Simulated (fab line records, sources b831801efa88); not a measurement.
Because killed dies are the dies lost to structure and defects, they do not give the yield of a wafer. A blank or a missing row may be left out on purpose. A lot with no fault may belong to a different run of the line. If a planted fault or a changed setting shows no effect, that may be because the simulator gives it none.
fab line records ; flow sfq_line
record: lots: 6; wafers: 18; last_day: 90
route steps=325 shown INCOMING@1 L0@3
lots that met no fault: from a run of the same line without faults
start_h: the number of hours between the record's first day and the start of the first shown wafer of the lot ; wait_h: hours elapsed since this lot's preceding step ; " same as the row above ; L1.1+2: a single row standing in for several wafers ; - value missing, or start not given ; * or withheld: withheld ; < > ~ a bound
route shown NAME@n: names a module that has steps shown in the file, with the first one's number in the route ; usual: average and standard deviation across the fault-free wafers ; same: alike in all rows ; chamber/n: place in a boat ; sites: readings site by site ; _std_site: how widely they spread, as a standard deviation ; _edge_site: inner sites' mean taken away from outer sites' mean ; radius_mm: how far each site lies from the wafer's centre ; mask NAME#n: copy n ; behind: the last tool/chamber to shape the wafer ; hold: why the lot went on hold/how many hours it stayed there/how the hold came to an end ; device: the transistor (n, p or np) that didn't switch ; end of line: the tests these same wafers got at the end of their route ; a step given without rows: its recipe and nothing more ; killed: count of dies lost to structure and defects at first sort (not the wafer's yield) ; map: per-die view of a wafer (x killed, . not killed, _ where there is no die)
set.NAME: the setting that was run; set.NAME@STEP: the one run at that earlier step ; model.NAME: the simulator's own value behind a step, which no gauge read
lots at some steps of the route; a table a step, a row a wafer
services: the hour from which a tool's chamber was out of use, counted from the record's first day as start_h (under 0 if before that day), plus the number of hours and why
== steps ==
step: SFQ_INCOMING_BOW_MEAS_900
recipe: mode: bow
usual: INCOMING_BOW: 0/6.5
lot.wafer;tool;chamber;start_h;wait_h;INCOMING_BOW[um]
L788.1;film_metro-04;-;15.00;-;3
L788.4;film_metro-04;-;15.00;-;-9
L788.6;film_metro-04;-;15.00;-;-7
L790.1;film_metro-04;-;25.00;-;7
L790.3;film_metro-04;-;25.00;-;8
L790.4;film_metro-04;-;25.00;-;3
L791.3;film_metro-03;-;30.04;-;4
L791.5;film_metro-03;-;30.04;-;0
L791.6;film_metro-03;-;30.04;-;-8
L799.1;film_metro-01;-;70.00;-;5
L799.4;film_metro-01;-;70.00;-;-6
L799.5;film_metro-01;-;70.00;-;4
L805.1;film_metro-01;-;100.00;-;12
L805.3;film_metro-01;-;100.00;-;3
L805.6;film_metro-01;-;100.00;-;-7
L806.2;film_metro-04;-;105.02;-;8
L806.3;film_metro-04;-;105.02;-;5
L806.6;film_metro-04;-;105.02;-;7
step: SFQ_TRILAYER_INCOMING_OXIDATION_002
recipe: temp_c: 1000; ambient: H2O; target_thk_a: 5000; p_h2o_torr: 720; ox_time_s: 4939
step: SFQ_TRILAYER_L0_DEP_SPUTTER_003
recipe: material: MoNx_KI; base_pressure_pa: 1.33e-06; target_thk_nm: 40; power_w: 800; time_s: 102.5; chamber_pressure_pa: 0.4
usual: cathode_dc_power_W: 800.02/0.17; throttle_valve_pct: 30.1/0.9
lot.wafer;tool;chamber;start_h;wait_h;cathode_dc_power_W;throttle_valve_pct
L788.1;pvd_sputter-06;-;17.49;0.0;800.04;29.4
L788.4;pvd_sputter-06;-;17.49;0.0;800.14;30.1
L788.6;pvd_sputter-06;-;17.49;0.0;800.06;30.3
L790.1;pvd_sputter-05;-;27.49;0.0;800.19;30.8
L790.3;pvd_sputter-05;-;27.49;0.0;800.01;30.4
L790.4;pvd_sputter-05;-;27.49;0.0;799.90;30.7
L791.3;pvd_sputter-05;-;32.49;0.0;799.83;30.5
L791.5;pvd_sputter-05;-;32.49;0.0;800.06;30.4
L791.6;pvd_sputter-05;-;32.49;0.0;800.07;30.9
L791.3;pvd_sputter-05;-;32.73;0.2;800.02;30.7
L791.5;pvd_sputter-05;-;32.73;0.2;800.02;30.3
L791.6;pvd_sputter-05;-;32.73;0.2;800.19;31.1
L799.1;pvd_sputter-05;-;72.49;0.0;800.30;30.1
L799.4;pvd_sputter-05;-;72.49;0.0;799.83;30.4
L799.5;pvd_sputter-05;-;72.49;0.0;799.99;30.7
L799.1;pvd_sputter-05;-;72.73;0.2;799.71;29.9
L799.4;pvd_sputter-05;-;72.73;0.2;799.90;30.5
L799.5;pvd_sputter-05;-;72.73;0.2;799.83;30.5
L805.1;pvd_sputter-05;-;102.49;0.0;800.08;30.2
L805.3;pvd_sputter-05;-;102.49;0.0;800.02;31.2
L805.6;pvd_sputter-05;-;102.49;0.0;799.92;30.5
L806.2;pvd_sputter-05;-;107.49;0.0;799.89;30.6
L806.3;pvd_sputter-05;-;107.49;0.0;799.93;30.3
L806.6;pvd_sputter-05;-;107.49;0.0;799.91;31.0
step: SFQ_L0_RS_MEAS_901
recipe: thk_meas_gauge: four-point-probe; reads: MoNx_KI_of_TRILAYER_L0_DEP_SPUTTER_003
usual: L0_MONX_KI_RS: 42.5/0.42
lot.wafer;tool;chamber;start_h;wait_h;L0_MONX_KI_RS[ohm/sq]
L788.1;film_metro-01;-;17.56;0.0;42.8
L788.4;film_metro-01;-;17.56;0.0;42.9
L788.6;film_metro-01;-;17.56;0.0;42.3
L790.1;film_metro-04;-;27.56;0.0;42.8
L790.3;film_metro-04;-;27.56;0.0;43.0
L790.4;film_metro-04;-;27.56;0.0;42.8
L791.3;film_metro-04;-;32.84;0.1;21.3
L791.5;film_metro-04;-;32.84;0.1;21.2
L791.6;film_metro-04;-;32.84;0.1;21.1
L799.1;film_metro-04;-;72.80;0.0;21.2
L799.4;film_metro-04;-;72.80;0.0;21.4
L799.5;film_metro-04;-;72.80;0.0;21.2
L805.1;film_metro-04;-;102.56;0.0;42.9
L805.3;film_metro-04;-;102.56;0.0;42.1
L805.6;film_metro-04;-;102.56;0.0;42.5
L806.2;film_metro-02;-;107.58;0.1;42.6
L806.3;film_metro-02;-;107.58;0.1;42.5
L806.6;film_metro-02;-;107.58;0.1;42.3
step: SFQ_L0_THK_MEAS_902
recipe: thk_meas_gauge: xrf; reads: MoNx_KI_of_TRILAYER_L0_DEP_SPUTTER_003
usual: L0_MONX_KI_THK: 41.3/0.46
lot.wafer;tool;chamber;start_h;wait_h;L0_MONX_KI_THK[nm]
L788.1;film_metro-01;-;17.68;0.1;40.9
L788.4;film_metro-01;-;17.68;0.1;40.9
L788.6;film_metro-01;-;17.68;0.1;41.4
L790.1;film_metro-04;-;27.68;0.1;40.8
L790.3;film_metro-04;-;27.68;0.1;40.9
L790.4;film_metro-04;-;27.68;0.1;40.8
L791.3;film_metro-04;-;32.94;0.1;82.4
L791.5;film_metro-04;-;32.94;0.1;82.8
L791.6;film_metro-04;-;32.94;0.1;82.9
L799.1;film_metro-04;-;72.92;0.1;82.5
L799.4;film_metro-04;-;72.92;0.1;82.6
L799.5;film_metro-04;-;72.92;0.1;82.4
L805.1;film_metro-04;-;102.68;0.1;40.7
L805.3;film_metro-04;-;102.68;0.1;41.7
L805.6;film_metro-04;-;102.68;0.1;41.3
L806.2;film_metro-02;-;107.69;0.1;41.2
L806.3;film_metro-02;-;107.69;0.1;41.2
L806.6;film_metro-02;-;107.69;0.1;41.3
step: SFQ_TRILAYER_L0_LITHO_COAT_010
recipe: resist: BARC; spin_rpm: 3000; resist_thk_nm: 62
step: SFQ_TRILAYER_L0_LITHO_COAT_005
recipe: resist: KrF; spin_rpm: 3053; resist_thk_nm: 600
step: SFQ_TRILAYER_L0_LITHO_SOFTBAKE_009
recipe: temp_c: withheld; time_s: withheld; resist: KrF
step: SFQ_TRILAYER_L0_LITHO_EXPOSE_006
recipe: mask_id: L0; na: 0.6; source_shape: conventional; sigma_outer: 0.65; target_cd_nm: 2000; dose_mj: 14.4
step: SFQ_TRILAYER_L0_LITHO_PEB_008
recipe: peb_temp_c: 115; peb_time_s: 60; resist: KrF
step: SFQ_TRILAYER_L0_LITHO_DEVELOP_007
recipe: time_s: 60; resist: KrF
step: SFQ_TRILAYER_L0_BARC_OPEN_METAL_ETCH_010
recipe: mask_material: PR; chemistry: O2; target_depth_nm: 125; target: BARC; icp_w: 600; bias_w: 80; pressure_mtorr: 10; time_s: 41.7
usual: drypump_motor_current_A: 5.7/0.43; oes_product_au: 0.686/0.0045
lot.wafer;tool;chamber;start_h;wait_h;drypump_motor_current_A;oes_product_au;rf_hours_counter_h
L788.1;rie_metal-02;1;76.97;0.1;5.4;0.689;112
L788.4;rie_metal-02;0;76.97;0.1;6.3;0.694;-
L788.6;rie_metal-02;1;76.97;0.1;5.5;0.686;-
L790.1;rie_metal-02;1;80.57;0.1;5.4;0.689;113
L790.3;rie_metal-02;0;80.57;0.1;6.3;0.688;-
L790.4;rie_metal-02;1;80.57;0.1;5.4;0.688;-
L791.3;rie_metal-04;0;81.79;0.1;5.1;0.686;-
L791.5;rie_metal-04;1;81.79;0.1;5.8;0.687;-
L791.6;rie_metal-04;0;81.79;0.1;5.1;0.681;-
L799.1;rie_metal-04;0;149.99;0.1;5.1;0.702;68
L799.4;rie_metal-04;1;149.99;0.1;5.8;0.684;-
L799.5;rie_metal-04;1;149.99;0.1;5.8;0.686;-
L805.1;rie_metal-04;1;190.57;0.1;5.8;0.680;178
L805.3;rie_metal-04;1;190.57;0.1;5.8;0.686;-
L805.6;rie_metal-04;1;190.57;0.1;5.8;0.687;-
L806.2;rie_metal-04;0;195.79;0.1;5.1;0.691;73
L806.3;rie_metal-04;0;195.79;0.1;5.1;0.685;-
L806.6;rie_metal-04;0;195.79;0.1;5.1;0.684;-
step: SFQ_TRILAYER_L0_ETCH_METAL_ETCH_008
recipe: target: MoNx_KI; stop_on: SiO2; mask_material: PR; chemistry: SF6/O2; target_depth_nm: 50; icp_w: 600; bias_w: 80; pressure_mtorr: 10; time_s: 25
usual: drypump_motor_current_A: 5.7/0.42; oes_product_au: 0.887/0.0066
lot.wafer;tool;chamber;start_h;wait_h;drypump_motor_current_A;oes_product_au;rf_hours_counter_h;model.etch.depth_nm;model.L0.feature_depth_nm
L788.1;rie_metal-02;1;77.03;0.0;5.4;0.885;112;40.57;40.57
L788.4;rie_metal-02;0;77.03;0.0;6.2;0.881;-;40.65;40.65
L788.6;rie_metal-02;1;77.03;0.0;5.4;0.888;-;41.2;41.2
L790.1;rie_metal-02;1;80.63;0.0;5.4;0.879;113;40.7;40.7
L790.3;rie_metal-02;0;80.63;0.0;6.3;0.881;-;40.52;40.52
L790.4;rie_metal-02;1;80.63;0.0;5.5;0.876;-;40.64;40.64
L791.3;rie_metal-04;0;81.85;0.0;5.1;1.010;-;50.37;50.37
L791.5;rie_metal-04;1;81.85;0.0;5.9;0.993;-;49.56;49.56
L791.6;rie_metal-04;0;81.85;0.0;5.1;1.003;-;50.17;50.17
L799.1;rie_metal-04;0;150.05;0.0;5.1;1.013;68;50.96;50.96
L799.4;rie_metal-04;1;150.05;0.0;5.8;1.009;-;50.31;50.31
L799.5;rie_metal-04;1;150.05;0.0;5.8;1.008;-;50.23;50.23
L805.1;rie_metal-04;1;190.63;0.0;5.8;0.872;178;40.63;40.63
L805.3;rie_metal-04;1;190.63;0.0;5.7;0.897;-;41.34;41.34
L805.6;rie_metal-04;1;190.63;0.0;5.8;0.884;-;41.08;41.08
L806.2;rie_metal-04;0;195.85;0.0;5.1;0.890;73;40.91;40.91
L806.3;rie_metal-04;0;195.85;0.0;5.1;0.879;-;41.01;41.01
L806.6;rie_metal-04;0;195.85;0.0;5.1;0.887;-;41.12;41.12
step: SFQ_TRILAYER_L0_STRIP_STRIP_009
recipe: gas: O2; power_w: 200; platen_temp_c: 40; overash_fraction: 0.65; chemistry: O2; pressure_mtorr: 50
usual: drypump_motor_current_A: 5.7/0.43; oes_product_au: 1.001/0.0075
lot.wafer;tool;chamber;start_h;wait_h;drypump_motor_current_A;oes_product_au;rf_hours_counter_h
L788.1;rie_metal-02;1;77.08;0.0;5.4;1.003;112
L788.4;rie_metal-02;0;77.08;0.0;6.2;0.992;-
L788.6;rie_metal-02;1;77.08;0.0;5.4;1.000;-
L790.1;rie_metal-02;1;80.68;0.0;5.5;1.007;113
L790.3;rie_metal-02;0;80.68;0.0;6.3;1.001;-
L790.4;rie_metal-02;1;80.68;0.0;5.5;1.004;-
L791.3;rie_metal-04;0;82.08;0.2;5.1;1.004;-
L791.5;rie_metal-04;1;82.08;0.2;5.8;1.000;-
L791.6;rie_metal-04;0;82.08;0.2;5.1;0.993;-
L799.1;rie_metal-04;0;150.09;0.0;5.1;0.999;68
L799.4;rie_metal-04;1;150.09;0.0;5.8;1.009;-
L799.5;rie_metal-04;1;150.09;0.0;5.8;0.996;-
L805.1;rie_metal-04;1;190.67;0.0;5.9;0.998;178
L805.3;rie_metal-04;1;190.67;0.0;5.8;0.996;-
L805.6;rie_metal-04;1;190.67;0.0;5.8;0.997;-
L806.2;rie_metal-04;0;195.90;0.0;5.1;1.010;73
L806.3;rie_metal-04;0;195.90;0.0;5.1;1.005;-
L806.6;rie_metal-04;0;195.90;0.0;5.1;1.016;-
== services ==
tool;chamber;start_h;hours;kind
pvd_sputter-06;2;16.61;-;consumable_replace:kit
pvd_sputter-06;2;16.61;18.0;scheduled_down
pvd_sputter-06;2;16.61;18.0;vent_cycle
rie_metal-02;-;17.88;14.6;pm
pvd_sputter-06;-;88.11;5.9;repair
rie_metal-02;-;90.06;2.8;pm
pvd_sputter-06;-;121.34;4.2;repair
pvd_sputter-05;-;121.50;1.6;repair
pvd_sputter-06;-;124.22;4.8;repair
pvd_sputter-06;-;167.73;2.3;repair
== key ==
first_sign: step: SFQ_TRILAYER_L0_DEP_SPUTTER_003; reading: visit; direction: added
effect: step: SFQ_L0_RS_MEAS_901; reading: L0_MONX_KI_RS; direction: down; sigmas: 50; usual: 42.5; struck: 21.3
effect: step: SFQ_L0_THK_MEAS_902; reading: L0_MONX_KI_THK; direction: up; sigmas: 90; usual: 41.3; struck: 82.6
effect: step: SFQ_TRILAYER_L0_ETCH_METAL_ETCH_008; reading: oes_product_au; direction: up; sigmas: 18; usual: 0.887; struck: 1.006
model_effect: step: SFQ_TRILAYER_L0_ETCH_METAL_ETCH_008; value: etch.depth_nm; without: 41.15; struck: 50.27
met_at SFQ_TRILAYER_L0_DEP_SPUTTER_003
struck_wafers L791.3,L791.5,L791.6,L799.1,L799.4,L799.5
fault: kind: repeated_step_whole; tool: pvd_sputter-03,pvd_sputter-05,pvd_sputter-06; chamber: -; onset_h: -; steps: SFQ_TRILAYER_L0_DEP_SPUTTER_003; times: 1; scope: struck_lots_only
